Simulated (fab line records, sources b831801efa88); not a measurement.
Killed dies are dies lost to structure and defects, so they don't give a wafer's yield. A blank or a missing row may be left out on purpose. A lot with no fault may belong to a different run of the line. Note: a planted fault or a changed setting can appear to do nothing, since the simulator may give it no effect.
Which tool did it? :: flow gf180mcu :: 39 wafers from 13 lots sampled at 3 of the route's 602 steps

## WHAT EACH GAUGE READ, for each wafer
GF_V1_OVL_MEAS_15. Usual: V1_OVL -2 nm, standard deviation 4.8.
lot: L630
measured: day 18 04:13
on: overlay-01
V1_OVL (nm): -6 -11 -4
flag: 

lot: L631
measured: day 18 12:46
on: overlay-01
V1_OVL (nm): -8 -2 -7
flag: 

lot: L632
measured: day 18 22:29
on: overlay-01
V1_OVL (nm): -4 -4 -5
flag: 

lot: L634
measured: day 19 19:50
on: overlay-02
V1_OVL (nm): -4 -4 0
flag: 

lot: L635
measured: day 20 05:23
on: overlay-01
V1_OVL (nm): -7 5 -11
flag: 

lot: L643
measured: day 23 05:11
on: overlay-02
V1_OVL (nm): 0 -2 -2
flag: 

lot: L644
measured: day 23 15:11
on: overlay-02
V1_OVL (nm): 3 5 -1
flag: 

lot: L646
measured: day 24 02:20
on: overlay-02
V1_OVL (nm): -6 -5 -11
flag: 

lot: L647
measured: day 24 08:11
on: overlay-02
V1_OVL (nm): -8 -8 -5
flag: 

lot: L649
measured: day 25 01:11
on: overlay-01
V1_OVL (nm): -13 -5 1
flag: 

lot: L651
measured: day 25 14:35
on: overlay-02
V1_OVL (nm): 0 -8 -3
flag: 

lot: L652
measured: day 25 19:20
on: overlay-02
V1_OVL (nm): -2 0 -9
flag: 

lot: L653
measured: day 26 04:02
on: overlay-02
V1_OVL (nm): 1 -5 -2
flag: 

## WHAT TOOL EACH LOT RAN ON (gives the tool, then ch and the chambers of the sampled wafers, and finally the start)
lot: L630
GF_HV_LDD_ETCHBACK_58: rie diel-03 ch 0,1, day 12 14:07
GF_CONTACT_SPUTTER_22: pvd sputter-04, day 16 04:01

lot: L631
GF_HV_LDD_ETCHBACK_58: rie diel-02 ch 0,2,3, day 12 19:35
GF_CONTACT_SPUTTER_22: pvd sputter-01, day 16 10:57

lot: L632
GF_HV_LDD_ETCHBACK_58: rie diel-02 ch 0,2,3, day 13 04:47
GF_CONTACT_SPUTTER_22: pvd sputter-03, day 16 21:35

lot: L634
GF_HV_LDD_ETCHBACK_58: rie diel-04 ch 0,2,3, day 13 22:35
GF_CONTACT_SPUTTER_22: pvd sputter-04, day 17 17:11

lot: L635
GF_HV_LDD_ETCHBACK_58: rie diel-03 ch 0,2,3, day 14 06:34
GF_CONTACT_SPUTTER_22: pvd sputter-01, day 18 01:56

lot: L643
GF_HV_LDD_ETCHBACK_58: rie diel-02 ch 0,1,3, day 17 03:13
GF_CONTACT_SPUTTER_22: pvd sputter-03, day 21 03:56

lot: L644
GF_HV_LDD_ETCHBACK_58: rie diel-02 ch 1,3, day 17 11:49
GF_CONTACT_SPUTTER_22: pvd sputter-04, day 21 14:46

lot: L646
GF_HV_LDD_ETCHBACK_58: rie diel-03 ch 1,2,3, day 17 21:49
GF_CONTACT_SPUTTER_22: pvd sputter-03, day 22 01:20

lot: L647
GF_HV_LDD_ETCHBACK_58: rie diel-03 ch 0,1,2, day 18 05:50
GF_CONTACT_SPUTTER_22: pvd sputter-01, day 22 09:35

lot: L649
GF_HV_LDD_ETCHBACK_58: rie diel-03 ch 0,2,3, day 18 22:53
GF_CONTACT_SPUTTER_22: pvd sputter-04, day 23 01:46

lot: L651
GF_HV_LDD_ETCHBACK_58: rie diel-02 ch 0,3, day 19 16:22
GF_CONTACT_SPUTTER_22: pvd sputter-04, day 23 16:49

lot: L652
GF_HV_LDD_ETCHBACK_58: rie diel-04 ch 1,2,3, day 19 20:04
GF_CONTACT_SPUTTER_22: pvd sputter-04, day 23 21:01

lot: L653
GF_HV_LDD_ETCHBACK_58: rie diel-04 ch 1,2,3, day 20 05:28
GF_CONTACT_SPUTTER_22: pvd sputter-03, day 24 06:25
- GF_HV_LDD_ETCHBACK_58: etches Si3N4 in CH3F/O2, stops on SiO2, time 100 s, target depth 90 nm.
- GF_CONTACT_SPUTTER_22: material Ti, target thk 15 nm, time 80.02 s.

## AS READ BY THE TOOLS THEMSELVES (means over the sampled wafers that have a number; for cases with no such wafer, the mark the record gives instead)
GF_HV_LDD_ETCHBACK_58. Usual: drypump motor current A 5.6 A, standard deviation 0.49; oes product au 0.841 a.u., standard deviation 0.0065; run length s 128.4 s, standard deviation 0.47; throttle valve pct 10.562 %, standard deviation 0.0096.
lot: L630
tool: rie diel-03
drypump motor current A (A): 5.8
oes product au (a.u.): 0.848
run length s (s): 128.6
throttle valve pct (%): 10.561
flag: 

lot: L631
tool: rie diel-02
drypump motor current A (A): 5.8
oes product au (a.u.): 0.843
run length s (s): 127.9
throttle valve pct (%): 10.561
flag: 

lot: L632
tool: rie diel-02
drypump motor current A (A): 5.8
oes product au (a.u.): 0.850
run length s (s): 127.9
throttle valve pct (%): 10.560
flag: 

lot: L634
tool: rie diel-04
drypump motor current A (A): 5.4
oes product au (a.u.): 0.841
run length s (s): 128.5
throttle valve pct (%): 10.556
flag: 

lot: L635
tool: rie diel-03
drypump motor current A (A): 5.3
oes product au (a.u.): 0.831
run length s (s): 128.5
throttle valve pct (%): 10.554
flag: 

lot: L643
tool: rie diel-02
drypump motor current A (A): 5.6
oes product au (a.u.): 0.901
run length s (s): 122.3
throttle valve pct (%): 10.571
flag: OFF

lot: L644
tool: rie diel-02
drypump motor current A (A): 5.2
oes product au (a.u.): 0.955
run length s (s): 116.0
throttle valve pct (%): 10.580
flag: OFF

lot: L646
tool: rie diel-03
drypump motor current A (A): 5.3
oes product au (a.u.): 0.844
run length s (s): 128.7
throttle valve pct (%): 10.560
flag: 

lot: L647
tool: rie diel-03
drypump motor current A (A): 5.6
oes product au (a.u.): 0.841
run length s (s): 128.6
throttle valve pct (%): 10.565
flag: 

lot: L649
tool: rie diel-03
drypump motor current A (A): 5.3
oes product au (a.u.): 0.848
run length s (s): 128.3
throttle valve pct (%): 10.564
flag: 

lot: L651
tool: rie diel-02
drypump motor current A (A): 6.1
oes product au (a.u.): 0.840
run length s (s): 128.2
throttle valve pct (%): 10.568
flag: 

lot: L652
tool: rie diel-04
drypump motor current A (A): 5.7
oes product au (a.u.): 0.835
run length s (s): 128.4
throttle valve pct (%): 10.556
flag: 

lot: L653
tool: rie diel-04
drypump motor current A (A): 5.7
oes product au (a.u.): 0.834
run length s (s): 128.6
throttle valve pct (%): 10.554
flag: 

GF_CONTACT_SPUTTER_22. Usual: 29.7 % for throttle valve pct, sd 0.96.
lot: L630
tool: pvd sputter-04
throttle valve pct (%): 29.9
flag: 

lot: L631
tool: pvd sputter-01
throttle valve pct (%): 30.8
flag: 

lot: L632
tool: pvd sputter-03
throttle valve pct (%): 29.4
flag: 

lot: L634
tool: pvd sputter-04
throttle valve pct (%): 29.5
flag: 

lot: L635
tool: pvd sputter-01
throttle valve pct (%): 30.4
flag: 

lot: L643
tool: pvd sputter-03
throttle valve pct (%): 29.3
flag: 

lot: L644
tool: pvd sputter-04
throttle valve pct (%): 30.5
flag: 

lot: L646
tool: pvd sputter-03
throttle valve pct (%): 29.3
flag: 

lot: L647
tool: pvd sputter-01
throttle valve pct (%): 30.3
flag: 

lot: L649
tool: pvd sputter-04
throttle valve pct (%): 29.7
flag: 

lot: L651
tool: pvd sputter-04
throttle valve pct (%): 29.6
flag: 

lot: L652
tool: pvd sputter-04
throttle valve pct (%): 29.8
flag: 

lot: L653
tool: pvd sputter-03
throttle valve pct (%): 29.6
flag: 

## THE ANSWER, worked out from the rows above alone
Rule: a lot counts as off when the mean over its wafers that have a number is more than 3 standard deviations away from the usual mean. Also off: a lot with no number at a reading for which 4 or more lots have one. The other lots that the step has rows for count as sound. First the gauges in route order, then the tools' own readings, where a lot's mean is used as printed above. At the first step where some lot is off, the reading lying furthest off is the one used; lots without a number count as furthest.
Off at GF_HV_LDD_ETCHBACK_58 (run length s): L643, L644.
If a tool, at that step or one of the process steps before it, ran each lot that is off and ran no sound lot following the first of them, it fits. No candidate that was tried fits.

## WHAT THE SIMULATOR PUT IN
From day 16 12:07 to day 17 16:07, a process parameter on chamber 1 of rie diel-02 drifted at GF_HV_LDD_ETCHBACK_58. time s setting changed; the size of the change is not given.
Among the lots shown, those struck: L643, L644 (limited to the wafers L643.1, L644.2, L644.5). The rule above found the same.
